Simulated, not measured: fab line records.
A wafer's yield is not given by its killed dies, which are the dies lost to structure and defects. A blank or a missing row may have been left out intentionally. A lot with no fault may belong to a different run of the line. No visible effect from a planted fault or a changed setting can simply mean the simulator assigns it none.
fab line records    flow gf180mcu
record: lots: 5  wafers: 15  last_day: 34
route steps=602 shown HV_LDD@217 NSD@235 PSD@248
lots that met no fault: from a run of the same line without faults
start_h: the number of hours between the record's first day and the start of the first shown wafer of the lot    wait_h: hours elapsed since this lot's preceding step    " unchanged from the row above    L1.1+2: one row covering several wafers at once    - no value, or no start was given    * or withheld: withheld    < > ~ a bound
route shown NAME@n: names a module that has steps shown in the file, with the first one's number in the route    usual: mean/standard deviation of fault-free wafers    same: alike in all rows    chamber/n: place in a boat    sites: each site's reading    _std_site: their standard deviation    _edge_site: mean of outer sites minus mean of inner sites    radius_mm: how far each site lies from the wafer's centre    mask NAME#n: copy n    behind: the most recent tool/chamber to have shaped the wafer    hold: cause of the lot's hold/its duration in hours/its outcome    device: transistor that didn't switch, given as n, p or np    end of line: the tests these same wafers got at the end of their route    a step given without rows: its recipe and nothing more    killed: at the first sort, the dies lost to defects and structure; wafer yield is something else    map: per-die view of a wafer (x killed, . not killed, _ where there is no die)
set.NAME: the setting as run; set.NAME@STEP: as run at that earlier step    model.NAME: the simulator's own value behind a step, which no gauge read
a table for each step, a row for each wafer; lots at some steps of the route
services: a tool's chamber out of use, with start hour (start_h, from the record's first day; less than 0 if before it), hours out, and reason
== steps ==
step: GF_HV_LDD_COAT_41
recipe: resist: NOVOLAK  spin_rpm: 3000  resist_thk_nm: 1000
lot.wafer   tool            chamber  start_h  wait_h
L089.4+5+6  litho_track-03  0        381.35   0.1
L092.1+2+5  litho_track-03  0        406.63   0.1
L095.3+4+5  litho_track-01  0        429.94   0.1
L096.1+4+5  litho_track-03  0        438.63   0.1
L097.1+2+4  litho_track-01  0        458.04   0.1
step: GF_HV_LDD_SOFTBAKE_42
recipe: temp_c: 90  time_s: 60  resist: NOVOLAK
lot.wafer   tool            chamber  start_h  wait_h
L089.4+5+6  litho_track-03  0        381.50   0.1
L092.1+2+5  litho_track-03  0        406.78   0.1
L095.3+4+5  litho_track-01  0        430.09   0.1
L096.1+4+5  litho_track-03  0        438.78   0.1
L097.1+2+4  litho_track-01  0        458.19   0.1
step: GF_HV_LDD_EXPOSE_43
recipe: mask_id: Pplus_HV_AREA  target_cd_nm: 400  na: 0.6  source_shape: conventional  sigma_outer: 0.6  dose_mj: 140
same: na: 0.6
lot.wafer   tool              chamber  start_h  wait_h  mask
L089.4+5+6  iline_stepper-01  0        -        -       Pplus_HV_AREA#0
L092.1+2+5  iline_stepper-02  0        -        -       Pplus_HV_AREA#0
L095.3+4+5  iline_stepper-01  0        -        -       Pplus_HV_AREA#0
L096.1+4+5  iline_stepper-02  0        -        -       Pplus_HV_AREA#0
L097.1+2+4  iline_stepper-01  0        -        -       Pplus_HV_AREA#0
step: GF_HV_LDD_PEB_44
recipe: temp_c: withheld  time_s: *  resist: NOVOLAK
lot.wafer   tool            chamber  start_h  wait_h
L089.4+5+6  litho_track-04  0        -        -
L092.1+2+5  litho_track-01  0        -        -
L095.3+4+5  litho_track-04  0        -        -
L096.1+4+5  litho_track-03  0        -        -
L097.1+2+4  litho_track-03  0        -        -
step: GF_HV_LDD_DEVELOP_45
recipe: develop_time_s: 60  dev_temp_c: 23
lot.wafer   tool            chamber  start_h  wait_h
L089.4+5+6  litho_track-04  0        391.80   0.1
L092.1+2+5  litho_track-01  0        418.49   0.1
L095.3+4+5  litho_track-04  0        442.12   0.1
L096.1+4+5  litho_track-03  0        450.53   0.1
L097.1+2+4  litho_track-03  0        470.78   0.1
step: GF_HV_LDD_CD_MEAS_46
recipe: target_cd_nm: 400
usual: cd_nm: 400.2/2.3
lot.wafer  tool       chamber  start_h  wait_h  cd_nm
L089.4     cd_sem-01  -        391.93   0.1     403.1
L089.5     "          -        "        "       401.3
L089.6     "          -        "        "       400.2
L092.1     cd_sem-01  -        418.64   0.1     399.8
L092.2     "          -        "        "       402.6
L092.5     "          -        "        "       403.1
L095.3     cd_sem-02  -        442.26   0.1     401.5
L095.4     "          -        "        "       402.1
L095.5     "          -        "        "       399.3
L096.1     cd_sem-02  -        450.68   0.1     398.3
L096.4     "          -        "        "       400.0
L096.5     "          -        "        "       401.9
L097.1     cd_sem-01  -        470.93   0.1     401.8
L097.2     "          -        "        "       402.1
L097.4     "          -        "        "       401.8
step: GF_HV_LDD_OVL_MEAS_47
usual: HV_LDD_03_OVL: -1.0/1.4
lot.wafer  tool        chamber  start_h  wait_h  HV_LDD_03_OVL[nm]
L089.4     overlay-01  -        392.01   0.1     -2.4
L089.5     "           -        "        "       -3.2
L089.6     "           -        "        "       -1.8
L092.1     overlay-01  -        418.76   0.1     -2.3
L092.2     "           -        "        "       -1.8
L092.5     "           -        "        "       -2.8
L095.3     overlay-02  -        442.35   0.1     -3.0
L095.4     "           -        "        "       -1.2
L095.5     "           -        "        "       -1.9
L096.1     overlay-01  -        450.80   0.1     -0.4
L096.4     "           -        "        "       -1.4
L096.5     "           -        "        "       -2.0
L097.1     overlay-02  -        471.05   0.1     0.2
L097.2     "           -        "        "       -1.0
L097.4     "           -        "        "       -0.7
step: GF_HV_LDD_IMPLANT_48
recipe: species: B  energy_kev: 25  dose_cm2: 3e+13  tilt_deg: 7
usual: tilt_deg: 6.997/0.02
lot.wafer  tool          chamber  start_h  wait_h  tilt_deg
L089.4     implanter-04  0        392.10   0.1     7.003
L089.5     "             0        "        "       6.983
L089.6     "             0        "        "       7.030
L092.1     implanter-04  0        418.80   0.0     6.988
L092.2     "             0        "        "       7.000
L092.5     "             0        "        "       6.977
L095.3     implanter-02  0        442.43   0.1     7.026
L095.4     "             0        "        "       7.012
L095.5     "             0        "        "       6.995
L096.1     implanter-02  0        450.83   0.0     6.996
L096.4     "             0        "        "       7.011
L096.5     "             0        "        "       7.027
L097.1     implanter-02  0        471.08   0.0     6.970
L097.2     "             0        "        "       6.962
L097.4     "             0        "        "       6.988
step: GF_HV_LDD_STRIP_49
recipe: chemistry: O2/N2  power_w: 1400  pressure_mtorr: 1500  platen_temp_c: 250  o2_flow_sccm: 3000  n2_flow_sccm: 300  overash_fraction: 0.5
usual: chamber_pressure_mTorr: 1500.1/1.3  drypump_motor_current_A: 5.9/0.39  heater_power_w: 339/15  oes_product_au: 0.716/0.0045  strip_time_to_endpoint_s: 12.63/0.034
same: overash_fraction: 0.5
lot.wafer  tool             chamber  start_h  wait_h  chamber_pressure_mTorr  drypump_motor_current_A  heater_power_w  oes_product_au  rf_hours_counter_h  strip_time_to_endpoint_s
L089.4     plasma_asher-04  0        392.21   0.1     1499.4                  6.1                      359             0.721           -                   12.65
L089.5     "                1        "        "       1500.5                  5.3                      328             0.712           -                   12.64
L089.6     "                0        "        "       1500.4                  6.1                      356             0.711           -                   12.63
L092.1     plasma_asher-04  0        418.95   0.1     1501.0                  6.1                      363             0.720           29                  12.68
L092.2     "                1        "        "       1497.7                  5.3                      328             0.710           29                  12.67
L092.5     "                1        "        "       1499.1                  5.3                      332             0.716           -                   12.64
L095.3     plasma_asher-01  1        442.56   0.1     1500.3                  6.0                      348             0.714           -                   12.62
L095.4     "                0        "        "       1500.2                  6.0                      317             0.720           -                   12.64
L095.5     "                0        "        "       1500.3                  6.0                      312             0.713           -                   12.67
L096.1     plasma_asher-04  1        450.98   0.1     1498.8                  5.3                      324             0.716           33                  12.61
L096.4     "                0        "        "       1499.2                  6.1                      363             0.715           -                   12.63
L096.5     "                1        "        "       1498.9                  5.3                      321             0.714           -                   12.56
L097.1     plasma_asher-04  1        471.23   0.1     1498.6                  5.3                      333             0.720           35                  12.59
L097.2     "                0        "        "       1499.2                  6.1                      360             0.719           35                  12.60
L097.4     "                0        "        "       1500.5                  6.1                      363             0.720           -                   12.62
step: GF_HV_LDD_TW_MEAS_50
usual: HV_LDD_4_TW: 571/3.9
lot.wafer  tool           chamber  start_h  wait_h  HV_LDD_4_TW
L089.4     film_metro-01  -        392.31   0.1     571
L089.5     "              -        "        "       570
L089.6     "              -        "        "       569
L092.1     film_metro-01  -        419.05   0.1     572
L092.2     "              -        "        "       569
L092.5     "              -        "        "       569
L095.3     film_metro-01  -        442.65   0.1     576
L095.4     "              -        "        "       574
L095.5     "              -        "        "       572
L096.1     film_metro-02  -        451.08   0.1     568
L096.4     "              -        "        "       567
L096.5     "              -        "        "       565
L097.1     film_metro-02  -        471.33   0.1     569
L097.2     "              -        "        "       569
L097.4     "              -        "        "       566
step: GF_HV_LDD_CLEAN_51
recipe: chemistry: SC1/SC2  mix: 1:4:20  temp_c: 70  time_s: 150  dry: n2_spin
lot.wafer   tool          chamber  start_h  wait_h
L089.4+5+6  wet_bench-04  3        392.34   0.0
L092.1+2+5  wet_bench-03  3        419.11   0.1
L095.3+4+5  wet_bench-02  3        442.69   0.0
L096.1+4+5  wet_bench-03  2        451.14   0.1
L097.1+2+4  wet_bench-02  2        471.39   0.1
step: GF_HV_LDD_RTA_52
recipe: temp_c: 1000  time_s: 10  ambient: N2
usual: lamp_power_pct: 33/3  wafer_temp_C_max: 1003.7/1.2
lot.wafer  tool           chamber  start_h  wait_h  lamp_power_pct  wafer_temp_C_max
L089.4     rtp_anneal-02  0        392.42   0.0     37              1005.9
L089.5     "              0        "        "       37              1005.8
L089.6     "              0        "        "       37              1005.3
L092.1     rtp_anneal-01  0        419.16   0.0     31              1002.7
L092.2     "              0        "        "       31              1003.8
L092.5     "              0        "        "       31              1002.5
L095.3     rtp_anneal-01  0        442.81   0.0     31              1003.4
L095.4     "              0        "        "       31              1002.7
L095.5     "              0        "        "       31              1003.1
L096.1     rtp_anneal-01  0        451.19   0.0     31              1002.5
L096.4     "              0        "        "       31              1002.1
L096.5     "              0        "        "       31              1003.2
L097.1     rtp_anneal-01  0        471.44   0.0     31              1002.5
L097.2     "              0        "        "       31              1002.0
L097.4     "              0        "        "       31              1002.7
step: GF_HV_LDD_RS_MEAS_53
recipe: thk_meas_gauge: four-point-probe
usual: HV_LDD_RS: 417.5/0.91
lot.wafer  tool           chamber  start_h  wait_h  HV_LDD_RS[ohm/sq]
L089.4     film_metro-02  -        392.51   0.1     417.9
L089.5     "              -        "        "       416.8
L089.6     "              -        "        "       417.8
L092.1     film_metro-04  -        419.22   0.1     415.8
L092.2     "              -        "        "       416.3
L092.5     "              -        "        "       416.3
L095.3     film_metro-02  -        442.89   0.1     418.3
L095.4     "              -        "        "       417.8
L095.5     "              -        "        "       419.0
L096.1     film_metro-04  -        451.26   0.1     418.3
L096.4     "              -        "        "       417.4
L096.5     "              -        "        "       417.3
L097.1     film_metro-01  -        471.51   0.1     417.0
L097.2     "              -        "        "       417.0
L097.4     "              -        "        "       416.6
step: GF_HV_LDD_CVD_54
recipe: material: SiO2  target_thk_nm: 10  precursor: TEOS  temp_c: 680  time_s: 75  pressure_mtorr: 400
usual: pressure_mtorr: 399.9/0.85  spike_tc_bottom_C: 700/3.2  susceptor_temp_C: 679.99/0.29  zone_power_centre_pct: 10.6/0.64
lot.wafer  tool      chamber  start_h  wait_h  pressure_mtorr  spike_tc_bottom_C  susceptor_temp_C  zone_power_centre_pct
L089.4     lpcvd-02  0        393.85   1.3     398.9           695                679.73            10.1
L089.5     "         0        "        "       400.5           698                679.78            10.1
L089.6     "         0        "        "       399.8           699                680.17            9.9
L092.1     lpcvd-02  0        419.83   0.6     399.4           697                679.76            10.0
L092.2     "         0        "        "       400.6           696                679.74            9.9
L092.5     "         0        "        "       399.7           697                679.70            9.9
L095.3     lpcvd-02  0        442.97   0.1     400.9           697                680.30            9.9
L095.4     "         0        "        "       398.7           698                679.63            10.1
L095.5     "         0        "        "       400.1           698                680.05            10.0
L096.1     lpcvd-02  1        451.38   0.1     398.2           704                679.88            10.3
L096.4     "         1        "        "       401.0           705                679.59            10.5
L096.5     "         1        "        "       398.8           704                679.44            10.3
L097.1     lpcvd-02  1        471.63   0.1     401.0           703                680.33            10.4
L097.2     "         1        "        "       400.9           702                680.50            10.4
L097.4     "         1        "        "       399.6           704                680.02            10.3
step: GF_HV_LDD_THK_MEAS_55
recipe: reads: SiO2_of_HV_LDD_CVD_54
usual: HV_LDD_CVD_54_THK: 10.04/0.16
lot.wafer  tool           chamber  start_h  wait_h  HV_LDD_CVD_54_THK[nm]
L089.4     film_metro-01  -        394.90   0.0     10.14
L089.5     "              -        "        "       10.05
L089.6     "              -        "        "       10.04
L092.1     film_metro-04  -        420.85   0.0     10.02
L092.2     "              -        "        "       9.99
L092.5     "              -        "        "       9.96
L095.3     film_metro-04  -        444.01   0.0     10.22
L095.4     "              -        "        "       10.26
L095.5     "              -        "        "       10.16
L096.1     film_metro-01  -        452.40   0.0     10.26
L096.4     "              -        "        "       10.26
L096.5     "              -        "        "       10.24
L097.1     film_metro-01  -        472.65   0.0     9.90
L097.2     "              -        "        "       9.88
L097.4     "              -        "        "       10.02
step: GF_HV_LDD_CVD_56
recipe: material: Si3N4  precursor: DCS/NH3  target_thk_nm: 90  temp_c: 770  time_s: 1543  pressure_mtorr: 250
usual: pressure_mtorr: 250.1/0.53  spike_tc_bottom_C: 789/3.1  susceptor_temp_C: 770.0/0.32  zone_power_centre_pct: 13.7/0.93
lot.wafer  tool      chamber  start_h  wait_h  pressure_mtorr  spike_tc_bottom_C  susceptor_temp_C  zone_power_centre_pct
L089.4     lpcvd-01  0        394.93   0.0     250.5           786                769.7             14.5
L089.5     "         0        "        "       250.6           787                770.3             14.8
L089.6     "         0        "        "       250.5           787                770.1             15.0
L092.1     lpcvd-01  0        420.91   0.1     249.3           786                769.8             14.9
L092.2     "         0        "        "       249.5           785                770.2             15.0
L092.5     "         0        "        "       249.4           787                769.9             14.7
L095.3     lpcvd-01  0        444.05   0.0     249.5           787                770.7             15.0
L095.4     "         0        "        "       249.7           788                770.1             14.9
L095.5     "         0        "        "       250.4           787                770.1             14.8
L096.1     lpcvd-01  1        452.46   0.1     250.2           788                770.0             13.3
L096.4     "         1        "        "       249.6           790                770.4             13.1
L096.5     "         1        "        "       249.4           791                770.1             13.3
L097.1     lpcvd-01  0        472.71   0.1     250.6           788                770.4             14.9
L097.2     "         0        "        "       249.7           785                770.2             14.7
L097.4     "         0        "        "       250.0           787                770.2             14.8
step: GF_HV_LDD_THK_MEAS_57
recipe: reads: Si3N4_of_HV_LDD_CVD_56
usual: HV_LDD_CVD_56_THK: 90.2/0.87
lot.wafer  tool           chamber  start_h  wait_h  HV_LDD_CVD_56_THK[nm]
L089.4     film_metro-02  -        396.39   0.0     89.1
L089.5     "              -        "        "       89.6
L089.6     "              -        "        "       89.3
L092.1     film_metro-01  -        422.34   0.0     89.3
L092.2     "              -        "        "       88.8
L092.5     "              -        "        "       89.0
L095.3     film_metro-01  -        445.50   0.0     89.3
L095.4     "              -        "        "       89.0
L095.5     "              -        "        "       89.5
L096.1     film_metro-04  -        453.89   0.0     88.6
L096.4     "              -        "        "       87.5
L096.5     "              -        "        "       88.0
L097.1     film_metro-01  -        474.14   0.0     90.2
L097.2     "              -        "        "       90.3
L097.4     "              -        "        "       90.3
step: GF_HV_LDD_ETCHBACK_58
recipe: chemistry: CH3F/O2  target: Si3N4  stop_on: SiO2  source_w: 400  bias_w: 80  pressure_mtorr: 25  ch3f_flow_sccm: 40  O2_flow_sccm: 30  time_s: 100  target_depth_a: 900
usual: chamber_pressure_mTorr: 25.000/0.023  drypump_motor_current_A: 5.4/0.52  oes_product_au: 0.843/0.0064  throttle_valve_pct: 10.560/0.0093
lot.wafer  tool         chamber  start_h  wait_h  chamber_pressure_mTorr  drypump_motor_current_A  oes_product_au  rf_hours_counter_h  throttle_valve_pct
L089.4     rie_diel-01  0        396.46   0.1     24.988                  5.1                      0.839           -                   10.571
L089.5     "            2        "        "       24.987                  5.8                      0.836           -                   10.567
L089.6     "            0        "        "       25.016                  5.1                      0.839           -                   10.546
L092.1     rie_diel-02  3        422.40   0.1     24.967                  4.9                      0.841           14                  10.565
L092.2     "            0        "        "       24.987                  5.1                      0.835           9                   10.552
L092.5     "            3        "        "       25.003                  4.9                      0.841           -                   10.558
L095.3     rie_diel-01  3        445.54   0.0     25.029                  5.9                      0.833           79                  10.577
L095.4     "            0        "        "       25.021                  5.1                      0.833           55                  10.555
L095.5     "            0        "        "       25.005                  5.1                      0.842           -                   10.560
L096.1     rie_diel-02  2        453.95   0.1     25.036                  5.0                      0.828           5                   10.543
L096.4     "            3        "        "       25.007                  4.9                      0.821           -                   10.559
L096.5     "            2        "        "       24.983                  5.1                      0.838           -                   10.565
L097.1     rie_diel-04  1        474.20   0.1     25.021                  5.5                      0.845           4                   10.560
L097.2     "            0        "        "       24.981                  6.3                      0.846           6                   10.555
L097.4     "            2        "        "       24.988                  4.8                      0.837           55                  10.561
step: GF_NSD_DEHYDRATE_00
recipe: temp_c: 200  time_s: 60
lot.wafer   tool            chamber  start_h  wait_h
L089.4+5+6  litho_track-01  0        407.26   10.8
L092.1+2+5  litho_track-02  0        433.48   11.1
L095.3+4+5  litho_track-03  0        456.43   10.8
L096.1+4+5  litho_track-03  0        465.63   11.6
L097.1+2+4  litho_track-02  0        485.68   11.4
step: GF_NSD_HMDS_01
recipe: prime_time_s: 60  prime_temp_c: 120
lot.wafer   tool            chamber  start_h  wait_h
L089.4+5+6  litho_track-01  0        407.41   0.1
L092.1+2+5  litho_track-02  0        433.63   0.1
L095.3+4+5  litho_track-03  0        456.58   0.1
L096.1+4+5  litho_track-03  0        465.78   0.1
L097.1+2+4  litho_track-02  0        485.83   0.1
step: GF_NSD_COAT_02
recipe: resist: NOVOLAK  spin_rpm: 3000  resist_thk_nm: 1000
lot.wafer   tool            chamber  start_h  wait_h
L089.4+5+6  litho_track-01  0        407.56   0.1
L092.1+2+5  litho_track-02  0        433.78   0.1
L095.3+4+5  litho_track-03  0        456.73   0.1
L096.1+4+5  litho_track-03  0        465.93   0.1
L097.1+2+4  litho_track-02  0        485.98   0.1
step: GF_NSD_SOFTBAKE_03
recipe: temp_c: 90  time_s: 60  resist: NOVOLAK
lot.wafer   tool            chamber  start_h  wait_h
L089.4+5+6  litho_track-01  0        407.71   0.1
L092.1+2+5  litho_track-02  0        433.93   0.1
L095.3+4+5  litho_track-03  0        456.88   0.1
L096.1+4+5  litho_track-03  0        466.08   0.1
L097.1+2+4  litho_track-02  0        486.13   0.1
step: GF_NSD_EXPOSE_04
recipe: mask_id: Nplus  target_cd_nm: 400  na: 0.6  source_shape: conventional  sigma_outer: 0.6  dose_mj: 140
same: na: 0.6
lot.wafer   tool              chamber  start_h  wait_h  mask
L089.4+5+6  iline_stepper-02  0        -        -       Nplus#0
L092.1+2+5  iline_stepper-02  0        -        -       Nplus#0
L095.3+4+5  iline_stepper-02  0        -        -       Nplus#0
L096.1+4+5  iline_stepper-01  0        -        -       Nplus#0
L097.1+2+4  iline_stepper-01  0        -        -       Nplus#0
step: GF_NSD_PEB_05
recipe: temp_c: withheld  time_s: *  resist: NOVOLAK
lot.wafer   tool            chamber  start_h  wait_h
L089.4+5+6  litho_track-01  0        -        -
L092.1+2+5  litho_track-01  0        -        -
L095.3+4+5  litho_track-03  0        -        -
L096.1+4+5  litho_track-03  0        -        -
L097.1+2+4  litho_track-03  0        -        -
step: GF_NSD_DEVELOP_06
recipe: develop_time_s: 60  dev_temp_c: 21.95
lot.wafer   tool            chamber  start_h  wait_h
L089.4+5+6  litho_track-01  0        419.46   0.1
L092.1+2+5  litho_track-01  0        445.89   0.1
L095.3+4+5  litho_track-03  0        469.58   0.1
L096.1+4+5  litho_track-03  0        478.02   0.1
L097.1+2+4  litho_track-03  0        498.22   0.1
step: GF_NSD_CD_MEAS_07
recipe: target_cd_nm: 400
usual: cd_nm: 400.1/2.4
lot.wafer  tool       chamber  start_h  wait_h  cd_nm
L089.4     cd_sem-02  -        419.60   0.1     402.1
L089.5     "          -        "        "       400.3
L089.6     "          -        "        "       400.4
L092.1     cd_sem-02  -        446.04   0.1     402.0
L092.2     "          -        "        "       399.8
L092.5     "          -        "        "       398.2
L095.3     cd_sem-02  -        469.72   0.1     399.3
L095.4     "          -        "        "       399.8
L095.5     "          -        "        "       399.3
L096.1     cd_sem-01  -        478.17   0.1     402.2
L096.4     "          -        "        "       400.9
L096.5     "          -        "        "       400.6
L097.1     cd_sem-02  -        498.37   0.1     401.9
L097.2     "          -        "        "       400.3
L097.4     "          -        "        "       400.1
step: GF_NSD_OVL_MEAS_08
usual: NSD_OVL: 0.4/1.2
lot.wafer  tool        chamber  start_h  wait_h  NSD_OVL[nm]
L089.4     overlay-01  -        419.68   0.1     0.9
L089.5     "           -        "        "       -1.3
L089.6     "           -        "        "       -4.1
L092.1     overlay-01  -        446.16   0.1     -0.4
L092.2     "           -        "        "       0.9
L092.5     "           -        "        "       -0.7
L095.3     overlay-02  -        469.81   0.1     1.6
L095.4     "           -        "        "       3.2
L095.5     "           -        "        "       1.5
L096.1     overlay-01  -        478.29   0.1     1.0
L096.4     "           -        "        "       0.0
L096.5     "           -        "        "       0.1
L097.1     overlay-01  -        498.49   0.1     1.0
L097.2     "           -        "        "       0.8
L097.4     "           -        "        "       -0.4
step: GF_NSD_IMPLANT_09
recipe: species: As  energy_kev: 60  dose_cm2: 4e+15  tilt_deg: 7
usual: tilt_deg: 7.002/0.019
lot.wafer  tool          chamber  start_h  wait_h  tilt_deg
L089.4     implanter-02  0        419.77   0.1     6.993
L089.5     "             0        "        "       6.982
L089.6     "             0        "        "       6.998
L092.1     implanter-03  0        446.20   0.0     6.987
L092.2     "             0        "        "       6.963
L092.5     "             0        "        "       7.003
L095.3     implanter-02  0        469.88   0.1     6.982
L095.4     "             0        "        "       6.985
L095.5     "             0        "        "       6.955
L096.1     implanter-03  0        478.33   0.0     7.011
L096.4     "             0        "        "       7.001
L096.5     "             0        "        "       7.023
L097.1     implanter-03  0        498.53   0.0     6.995
L097.2     "             0        "        "       7.025
L097.4     "             0        "        "       7.025
step: GF_NSD_IMPLANT_10
recipe: species: P  energy_kev: 40  dose_cm2: 5e+14  tilt_deg: 7
usual: tilt_deg: 7.001/0.022
lot.wafer  tool          chamber  start_h  wait_h  tilt_deg
L089.4     implanter-02  0        419.92   0.1     7.021
L089.5     "             0        "        "       7.016
L089.6     "             0        "        "       7.038
L092.1     implanter-03  0        446.35   0.1     6.995
L092.2     "             0        "        "       6.992
L092.5     "             0        "        "       6.992
L095.3     implanter-02  0        470.03   0.1     7.028
L095.4     "             0        "        "       7.005
L095.5     "             0        "        "       7.012
L096.1     implanter-03  0        478.48   0.1     6.980
L096.4     "             0        "        "       6.977
L096.5     "             0        "        "       7.008
L097.1     implanter-03  0        498.68   0.1     6.964
L097.2     "             0        "        "       6.994
L097.4     "             0        "        "       7.004
step: GF_NSD_STRIP_11
recipe: chemistry: O2/N2  power_w: 1400  pressure_mtorr: 1500  platen_temp_c: 250  o2_flow_sccm: 3000  n2_flow_sccm: 300  overash_fraction: 0.5
usual: chamber_pressure_mTorr: 1500.0/1.4  drypump_motor_current_A: 6.0/0.39  heater_power_w: 339/18  oes_product_au: 0.487/0.0045  strip_time_to_endpoint_s: 22.96/0.043
same: overash_fraction: 0.5
lot.wafer  tool             chamber  start_h  wait_h  chamber_pressure_mTorr  drypump_motor_current_A  heater_power_w  oes_product_au  rf_hours_counter_h  strip_time_to_endpoint_s
L089.4     plasma_asher-02  0        420.03   0.1     1498.6                  6.1                      327             0.493           -                   22.91
L089.5     "                1        "        "       1499.5                  5.4                      377             0.486           -                   22.95
L089.6     "                0        "        "       1498.6                  6.1                      326             0.470           -                   22.95
L092.1     plasma_asher-03  0        446.50   0.1     1500.3                  5.8                      334             0.494           68                  22.97
L092.2     "                1        "        "       1498.3                  6.6                      334             0.487           68                  22.98
L092.5     "                1        "        "       1501.6                  6.6                      328             0.478           -                   23.03
L095.3     plasma_asher-01  0        470.16   0.1     1501.9                  6.0                      318             0.482           -                   22.88
L095.4     "                1        "        "       1499.0                  6.0                      338             0.481           -                   22.89
L095.5     "                1        "        "       1500.9                  6.0                      350             0.489           -                   22.90
L096.1     plasma_asher-03  0        478.63   0.1     1500.7                  5.8                      324             0.486           71                  22.95
L096.4     "                1        "        "       1500.8                  6.5                      328             0.481           -                   22.94
L096.5     "                1        "        "       1499.1                  6.5                      333             0.489           -                   22.94
L097.1     plasma_asher-02  0        498.83   0.1     1503.0                  6.1                      337             0.484           7                   22.94
L097.2     "                1        "        "       1498.9                  5.4                      385             0.488           7                   22.93
L097.4     "                1        "        "       1500.0                  5.4                      389             0.488           -                   22.97
step: GF_NSD_TW_MEAS_12
usual: NSD_TW: 4262/38
lot.wafer  tool           chamber  start_h  wait_h  NSD_TW
L089.4     film_metro-01  -        420.13   0.1     4267
L089.5     "              -        "        "       4270
L089.6     "              -        "        "       4255
L092.1     film_metro-02  -        446.60   0.1     4251
L092.2     "              -        "        "       4263
L092.5     "              -        "        "       4257
L095.3     film_metro-03  -        470.25   0.1     4312
L095.4     "              -        "        "       4300
L095.5     "              -        "        "       4326
L096.1     film_metro-02  -        478.73   0.1     4262
L096.4     "              -        "        "       4229
L096.5     "              -        "        "       4245
L097.1     film_metro-03  -        498.93   0.1     4263
L097.2     "              -        "        "       4254
L097.4     "              -        "        "       4274
step: GF_PSD_DEHYDRATE_00
recipe: temp_c: 200  time_s: 60
lot.wafer   tool            chamber  start_h  wait_h
L089.4+5+6  litho_track-04  0        430.74   10.6
L092.1+2+5  litho_track-02  0        458.03   11.4
L095.3+4+5  litho_track-04  0        481.37   11.1
L096.1+4+5  litho_track-02  0        489.83   11.1
L097.1+2+4  litho_track-02  0        509.98   11.0
step: GF_PSD_HMDS_01
recipe: prime_time_s: 60  prime_temp_c: 120
lot.wafer   tool            chamber  start_h  wait_h
L089.4+5+6  litho_track-04  0        430.89   0.1
L092.1+2+5  litho_track-02  0        458.18   0.1
L095.3+4+5  litho_track-04  0        481.52   0.1
L096.1+4+5  litho_track-02  0        489.98   0.1
L097.1+2+4  litho_track-02  0        510.13   0.1
step: GF_PSD_COAT_02
recipe: resist: NOVOLAK  spin_rpm: 3000  resist_thk_nm: 1000
lot.wafer   tool            chamber  start_h  wait_h
L089.4+5+6  litho_track-04  0        431.04   0.1
L092.1+2+5  litho_track-02  0        458.33   0.1
L095.3+4+5  litho_track-04  0        481.67   0.1
L096.1+4+5  litho_track-02  0        490.13   0.1
L097.1+2+4  litho_track-02  0        510.28   0.1
step: GF_PSD_SOFTBAKE_03
recipe: temp_c: 90  time_s: 60  resist: NOVOLAK
lot.wafer   tool            chamber  start_h  wait_h
L089.4+5+6  litho_track-04  0        431.19   0.1
L092.1+2+5  litho_track-02  0        458.48   0.1
L095.3+4+5  litho_track-04  0        481.82   0.1
L096.1+4+5  litho_track-02  0        490.28   0.1
L097.1+2+4  litho_track-02  0        510.43   0.1
step: GF_PSD_EXPOSE_04
recipe: mask_id: Pplus  target_cd_nm: 400  na: 0.6  source_shape: conventional  sigma_outer: 0.6  dose_mj: 140
same: na: 0.6
lot.wafer   tool              chamber  start_h  wait_h  mask
L089.4+5+6  iline_stepper-02  0        -        -       Pplus#0
L092.1+2+5  iline_stepper-02  0        -        -       Pplus#0
L095.3+4+5  iline_stepper-02  0        -        -       Pplus#0
L096.1+4+5  iline_stepper-01  0        -        -       Pplus#0
L097.1+2+4  iline_stepper-02  0        -        -       Pplus#0
step: GF_PSD_PEB_05
recipe: temp_c: withheld  time_s: *  resist: NOVOLAK
lot.wafer   tool            chamber  start_h  wait_h
L089.4+5+6  litho_track-01  0        -        -
L092.1+2+5  litho_track-01  0        -        -
L095.3+4+5  litho_track-02  0        -        -
L096.1+4+5  litho_track-01  0        -        -
L097.1+2+4  litho_track-04  0        -        -
step: GF_PSD_DEVELOP_06
recipe: develop_time_s: 60  dev_temp_c: 23
lot.wafer   tool            chamber  start_h  wait_h
L089.4+5+6  litho_track-01  0        443.31   0.1
L092.1+2+5  litho_track-01  0        470.99   0.1
L095.3+4+5  litho_track-02  0        493.73   0.1
L096.1+4+5  litho_track-01  0        502.04   0.1
L097.1+2+4  litho_track-04  0        522.42   0.1
step: GF_PSD_CD_MEAS_07
recipe: target_cd_nm: 400
usual: cd_nm: 399.3/2
lot.wafer  tool       chamber  start_h  wait_h  cd_nm
L089.4     cd_sem-02  -        443.45   0.1     402.2
L089.5     "          -        "        "       399.4
L089.6     "          -        "        "       404.2
L092.1     cd_sem-02  -        471.14   0.1     397.8
L092.2     "          -        "        "       397.3
L092.5     "          -        "        "       400.0
L095.3     cd_sem-01  -        493.87   0.1     403.4
L095.4     "          -        "        "       402.8
L095.5     "          -        "        "       402.4
L096.1     cd_sem-01  -        502.19   0.1     399.4
L096.4     "          -        "        "       401.0
L096.5     "          -        "        "       401.0
L097.1     cd_sem-02  -        522.57   0.1     398.8
L097.2     "          -        "        "       398.5
L097.4     "          -        "        "       401.1
== services ==
tool              chamber  start_h  hours  kind
implanter-02      -        363.13   1.2    repair
rie_diel-02       0        367.00   4.7    repair
plasma_asher-01   -        367.58   0.9    repair
rie_diel-02       1        371.19   21.7   repair
rie_diel-01       3        388.18   15.8   repair
iline_stepper-01  -        391.34   1.7    pm
rie_diel-01       1        393.37   7.9    repair
plasma_asher-01   -        408.88   12.6   pm
plasma_asher-02   -        421.25   9.0    pm
implanter-04      -        428.20   10.3   pm
rie_diel-01       2        447.63   9.1    repair
rie_diel-02       0        447.95   9.1    repair
implanter-02      -        456.50   5.0    pm
lpcvd-01          -        456.81   2.8    pm
rtp_anneal-01     -        476.60   4.4    pm
rie_diel-01       0        478.81   15.5   repair
plasma_asher-01   -        489.31   0.4    repair
plasma_asher-01   -        494.36   4.0    repair
plasma_asher-03   -        495.76   1.2    repair
implanter-02      -        496.70   0.6    repair
lpcvd-01          -        504.93   1.1    repair
plasma_asher-01   -        509.82   2.8    pm
plasma_asher-02   -        512.41   14.6   pm
plasma_asher-03   -        515.43   4.0    pm
== key ==
fault none
